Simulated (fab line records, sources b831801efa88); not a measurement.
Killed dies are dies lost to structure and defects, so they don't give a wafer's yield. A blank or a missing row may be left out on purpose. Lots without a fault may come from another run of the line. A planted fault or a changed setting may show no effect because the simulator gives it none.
A struck lot beside a sound one | flow sky130 | 41 steps out of a route of 708
Sound: wafers L484.3, L484.4, L484.6. Struck: wafers L497.1, L497.4, L497.5. The cause comes at the end.
At each step with rows: each side's tool, then ch and its chambers, then its first start. Under that, the readings that differ: sound wafers | struck wafers | difference of the means | sigmas: that difference in standard deviations of wafers without a fault.
alike: readings whose means differ by less than 2 such deviations, and words and numbers that are the same on both sides. not compared: withheld readings, readings that some wafer has no value for, bounds like >300 that may hide the same value, and numbers for which the record gives no deviation and whose values overlap.
The two part at a step that has a row with sigmas, a row that says differs or no value, or rows on one side only. Numbers that don't overlap but have no deviation are shown without sigmas and don't part them. A reading that every wafer of one side lacks parts them only if that side has two wafers or more.

first, 7 steps without rows for these wafers: SKY_METAL5_DEHYDRATE_07 (time 60 s); SKY_METAL5_HMDS_08 (prime time 60 s); SKY_METAL5_COAT_09 (resist thk 1800 nm); SKY_METAL5_SOFTBAKE_10 (time 60 s); SKY_METAL5_EXPOSE_11 (exposes mask MM5, target cd 1600 nm); SKY_METAL5_PEB_12; SKY_METAL5_DEVELOP_13 (develop time 60 s).
SKY_METAL5_DESCUM_14: chemistry O2, time 11 s.
  sound on rie_metal-04 ch 0,1, day 43 21:31; struck on rie_metal-04 ch 0,1, day 47 11:58
  alike: drypump_motor_current_A, he_backside_leak_sccm, oes_product_au
  not compared: rf_hours_counter_h
SKY_METAL5_METAL_ETCH_15: etches the open film in Cl2/BCl3, stops on SiO2, target depth 1260 nm, time 252 s.
  sound on rie_metal-04 ch 0,1, day 43 21:37; struck on rie_metal-04 ch 0,1, day 47 11:59
  alike: drypump_motor_current_A, he_backside_leak_sccm, oes_product_au, throttle_valve_pct
  not compared: rf_hours_counter_h
then, 3 steps without rows for these wafers: SKY_METAL5_STRIP_16 (strips in O2/N2); SKY_METAL5_STRIP_17 (strips in post etch residue remover, time 1200 s); SKY_METAL5_CLEAN_18 (cleans in IPA, time 180 s).
SKY_METAL5_CLEAN_19: cleans in O3/DIW.
  sound on wet_bench-02 ch 2, day 43 22:16; struck on wet_bench-04 ch 0, day 47 12:44
SKY_PASSIVATION_CVD_00: deposits SiO2, target thk 90 nm.
  sound on pecvd-03 ch 0,1,2, day 43 22:21; struck on pecvd-02 ch 0,1, day 47 12:49
  alike: heater_power_w
SKY_PASSIVATION_THK_MEAS_01:
  sound on film_metro-04, day 43 22:24; struck on film_metro-04, day 47 12:50
  alike: PASSIVATION_CVD_00_THK
then, 1 step without rows for these wafers: SKY_PASSIVATION_CVD_02 (deposits Si3N4, target thk 540 nm).
SKY_PASSIVATION_THK_MEAS_03:
  sound on film_metro-04, day 43 22:41; struck on film_metro-02, day 47 13:08
  alike: PASSIVATION_CVD_02_THK
then, 7 steps without rows for these wafers: SKY_PASSIVATION_DEHYDRATE_04 (time 60 s); SKY_PASSIVATION_HMDS_05 (prime time 60 s); SKY_PASSIVATION_COAT_06 (resist thk 3000 nm); SKY_PASSIVATION_SOFTBAKE_07; SKY_PASSIVATION_EXPOSE_08 (exposes mask NSM, target cd 3000 nm); SKY_PASSIVATION_PEB_09; SKY_PASSIVATION_DEVELOP_10 (develop time 60 s).
SKY_PASSIVATION_ETCH_11: etches the open film in CF4/O2, stops on AlCu, target depth 725 nm, time 161.1 s.
  sound on rie_diel-03 ch 0,1, day 44 20:40; struck on rie_diel-03 ch 0,3, day 48 08:56
  alike: drypump_motor_current_A, oes_product_au, throttle_valve_pct
  not compared: rf_hours_counter_h
then, 8 steps without rows for these wafers: SKY_PASSIVATION_STRIP_12 (strips in O2/N2); SKY_PAD_OPEN_DEHYDRATE_00 (time 60 s); SKY_PAD_OPEN_HMDS_01 (prime time 60 s); SKY_PAD_OPEN_COAT_02 (resist thk 3000 nm); SKY_PAD_OPEN_SOFTBAKE_03; SKY_PAD_OPEN_EXPOSE_04 (exposes mask PDM, target cd 60000 nm); SKY_PAD_OPEN_PEB_05; SKY_PAD_OPEN_DEVELOP_06 (develop time 62.92 s).
SKY_PAD_OPEN_ETCH_07: etches the open film in CF4/O2, stops on AlCu, target depth 725 nm, time 161.1 s.
  sound on rie_diel-02 ch 0,1, day 45 18:23; struck on rie_diel-03 ch 2,3, day 49 03:28
  alike: drypump_motor_current_A, oes_product_au, throttle_valve_pct
  not compared: rf_hours_counter_h
then, 5 steps without rows for these wafers: SKY_PAD_OPEN_STRIP_08 (strips in O2/N2); SKY_PAD_OPEN_STRIP_09 (strips in post etch residue remover, time 1200 s); SKY_PAD_OPEN_CLEAN_10 (cleans in IPA, time 180 s); SKY_PAD_OPEN_CLEAN_11 (cleans in O3/DIW); SKY_PAD_OPEN_ANNEAL_12.
SKY_PAD_OPEN_BOW_MEAS_13:
  sound on film_metro-03, day 45 21:38; struck on film_metro-04, day 49 05:41
  alike: PAD_OPEN_BOW
SKY_PAD_OPEN_PROBE_99:
  sound on prober-02, day 45 21:49; struck on prober-02, day 49 05:48
  reading                               | sound                | struck                                                                     | difference                   | sigmas
  hold                                  | - - -                | await_dispo/1.8h/release await_dispo/1.8h/release await_dispo/1.8h/release | no value on the sound wafers |
  defect_limited_yield (%)              | 82.9 82.5 82.9       | 77.6 76.0 75.2                                                             | -6.5                         | -3
  killed_at_M4_up                       | 4 2 2                | 48 38 40                                                                   | +39                          | +23
  killed_dies                           | 84 86 84             | 110 118 122                                                                | +32                          | +3
  sort_bin_3_pad_short (%)              | 0.6 0.6 0.4          | 2.6 1.8 2.0                                                                | +1.6                         | +4
  sort_bin_5_function (%)               | 11.2 10.0 9.8        | 15.2 14.4 16.1                                                             | +4.9                         | +4
  sort_n_pass                           | 408 406 408          | 382 374 370                                                                | -32                          | -3
  sort_yield_pct (%)                    | 82.9 82.5 82.9       | 77.6 76.0 75.2                                                             | -6.5                         | -3
  model.etest.tester.sort_n_pass        | 408 406 408          | 382 374 370                                                                | -32                          |
  model.etest.tester.sort_yield_pct (%) | 82.93 82.52 82.93    | 77.64 76.02 75.2                                                           | -6.51                        |
  model.etest.tester.sort_bin_5_pct (%) | 11.18 9.959 9.756    | 15.24 14.43 16.06                                                          | +4.94                        |
  model.etest.tester.sort_bin_3_pct (%) | 0.6098 0.6098 0.4065 | 2.642 1.829 2.033                                                          | +1.626                       |
  alike: killed_at_M0_to_M3, killed_at_contacts, killed_at_front_end, killed_at_other, killed_on_rim, killed_open, killed_short, sort_bin_6_memory

WHERE THEY PART
Only at SKY_PAD_OPEN_PROBE_99, within this record.

WHY: what the simulator had put in
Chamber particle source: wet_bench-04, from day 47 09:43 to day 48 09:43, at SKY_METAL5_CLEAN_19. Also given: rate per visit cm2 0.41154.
